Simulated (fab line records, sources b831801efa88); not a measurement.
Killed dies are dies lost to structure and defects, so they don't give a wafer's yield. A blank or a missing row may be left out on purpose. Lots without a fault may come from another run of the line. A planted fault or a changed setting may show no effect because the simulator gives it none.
One fault seen from 2 desks | flow sky130 | each desk has only its own numbers; what lay behind them comes last

THE METROLOGY DESK
What the gauges read, lot by lot, whatever tool the lot ran on: means of the sampled wafers that have a number. A lot is out of limits, marked OUT, if its mean lies more than 4 standard deviations from the usual mean; the brackets give that distance.
Columns: A = INCOMING_BOW at SKY_FIELD_ISO_BOW_MEAS_00, usual 0 um; B = NWELL_TW at SKY_NWELL_TW_MEAS_15, usual 1796
lot  | first seen here | A  | B
L673 | day 2 01:04     | -1 | 1809
L674 | day 2 06:01     | 3  | 1798
L675 | day 2 11:00     | -2 | 1806
L676 | day 2 16:02     | 3  | 1806
L677 | day 2 21:02     | 1  | 1804
L678 | day 3 02:04     | 5  | 1808
L679 | day 3 07:02     | 3  | 1789
L681 | day 3 17:02     | 0  | 1782
L682 | day 3 22:02     | -1 | 1793
L683 | day 4 03:00     | 3  | 1802
L686 | day 4 18:00     | -5 | 1783
L687 | day 4 23:00     | 5  | 1771
L688 | day 5 04:01     | 5  | 1785
This desk's finding: nothing out of limits on any of the 13 lots.

THE TOOL OWNER'S DESK: plasma_asher-03
The tool's own readings at SKY_PWDE_STRIP_09 (strips in O2/N2): means of the sampled wafers that have a number, for each lot that ran on this tool. A lot is out of limits, marked OUT, if its mean lies more than 4 standard deviations from the usual mean; the brackets give that distance.
Columns: A = drypump_motor_current_A at SKY_PWDE_STRIP_09, usual 5.6 A; B = oes_product_au at SKY_PWDE_STRIP_09, usual 0.722 a.u.; C = strip_time_to_endpoint_s at SKY_PWDE_STRIP_09, usual 36.94 s
lot  | first seen here | A   | B               | C
L674 | day 5 10:03     | 5.4 | 0.721           | 36.76
L679 | day 6 07:25     | 5.4 | 0.719           | 36.90
L682 | day 7 09:38     | 5.3 | 0.721           | 37.00
L687 | day 7 21:21     | 5.4 | 0.967 (+50) OUT | -
This desk's finding: out of limits on L687; first on L687, day 7 21:21 (oes_product_au at SKY_PWDE_STRIP_09). In limits: L674, L679, L682.

PUT TOGETHER
The tool owner's desk could have raised an alarm at day 7 21:21, on L687.
The metrology desk saw nothing out of limits.
The metrology desk has L687 on record, within its limits.
Of the lots named, all ran SKY_PWDE_STRIP_09 on plasma_asher-03.

WHAT THE SIMULATOR HAD PUT IN
Strip aborted: plasma_asher-03, from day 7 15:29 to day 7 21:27, at SKY_PWDE_STRIP_09. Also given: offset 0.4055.
Lots struck among those shown: L687.
Hours from the fault's start to each desk's first reading out of limits: the tool owner's desk, 6.
